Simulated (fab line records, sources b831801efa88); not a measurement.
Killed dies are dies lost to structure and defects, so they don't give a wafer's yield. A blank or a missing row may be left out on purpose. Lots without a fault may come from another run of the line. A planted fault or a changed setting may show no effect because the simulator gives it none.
Problem report in the 8D (eight disciplines) form, filled by code | flow gf180mcu | the parts of the form that need people (team, actions taken, sign-off) are left out

1. THE PROBLEM
spike_tc_centre_C at GF_DUAL_GATE_OXIDATION_15 reads a mean of 829.9 C on 6 wafers of 2 lots; wafers without a fault read 850.6 C with a standard deviation of 1.1. That is -19 standard deviations from the usual mean.
The step: stabilise 600 s, purge 300 s, target thk 7.098 nm.
First seen on wafer L137.1, day 10 06:46, on furnace-02. The record holds 36 wafers of 12 lots with a number at this step. Rule for "out", or "out of limits": more than 4 standard deviations from the usual mean. The other wafers with a number count as sound.

2. WHAT IT IS AND WHAT IT IS NOT
question                    | is                                                                                       | is not
which readings at this step | spike_tc_centre_C, spike_tc_bottom_C, spike_tc_lower_C, spike_tc_top_C, spike_tc_upper_C | -
which lots                  | L137, L138                                                                               | L131, L132, L141, L145, L146, L147, L148, L149, L150, L152
which wafers of those lots  | all that have a number                                                                   | -
read on which tools         | furnace-02                                                                               | furnace-01
when                        | from day 10 06:46                                                                        | up to then (6 sound wafers); but 24 sound wafers of L141, L145, L146, L147, L148, L149, L150, L152 came after

3. SUSPECTS, AND WHAT RULES EACH OUT
Counting: a tool at a process step up to the reading stays a suspect if it ran every lot that is out and no sound lot after the first of them.
- plasma_asher-04 at GF_VT_IMPLANT_STRIP_09 (strips in O2/N2): ruled out as a lasting fault. Sound lots L145, L146, L147, L149, L150 ran on it after its first lot that is out, L137 (day 7 09:23).
- furnace-02 at GF_DUAL_GATE_OXIDATION_15 (stabilise 600 s, purge 300 s, target thk 7.098 nm): ruled out as a lasting fault. Sound lots L146, L147, L148, L149, L150, L152 ran on it after its first lot that is out, L137 (day 10 06:46).
Left after counting: nothing in the record.

4. THE CAUSE (what the simulator had put in)
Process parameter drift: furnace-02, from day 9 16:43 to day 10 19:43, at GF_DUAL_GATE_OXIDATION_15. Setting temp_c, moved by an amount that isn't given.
Counting ruled it out, wrongly.

5. THE CHAIN OF EFFECTS, in route order
Each row: a reading whose mean over the struck wafers that have a number lies more than 3 standard deviations from the usual. Only readings for which the record gives a usual standard deviation are gone through. hours: the time from each lot's start at the first step in this table that gives one to its start at this step, as a median over the lots. sigmas: the change in usual standard deviations.
hours | step                      | reading               | usual   | on struck wafers | change | sigmas
0     | GF_DUAL_GATE_OXIDATION_15 | spike_tc_bottom_C     | 867.9 C | 847.9            | -20.0  | -17
0     | GF_DUAL_GATE_OXIDATION_15 | spike_tc_centre_C     | 850.6 C | 829.9            | -20.7  | -19
0     | GF_DUAL_GATE_OXIDATION_15 | spike_tc_lower_C      | 850.3 C | 829.8            | -20.5  | -19
0     | GF_DUAL_GATE_OXIDATION_15 | spike_tc_top_C        | 860.0 C | 839.1            | -20.9  | -17
0     | GF_DUAL_GATE_OXIDATION_15 | spike_tc_upper_C      | 851.7 C | 830.8            | -20.9  | -19
0     | GF_DUAL_GATE_OXIDATION_15 | zone_power_bottom_pct | 27.9 %  | 26.6             | -1.3   | -4.0
The process steps in it:
- GF_DUAL_GATE_OXIDATION_15: stabilise 600 s, purge 300 s, target thk 7.098 nm.
Later measuring or inspecting steps at which every struck wafer that the step has a row for has a number for every such reading, and none has moved that far: GF_HV_LDD_CD_MEAS_19.

6. WHAT WOULD HAVE CAUGHT IT SOONER
In this record the first reading out of limits was taken at day 10 06:46, 14 hours after the fault began at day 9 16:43.
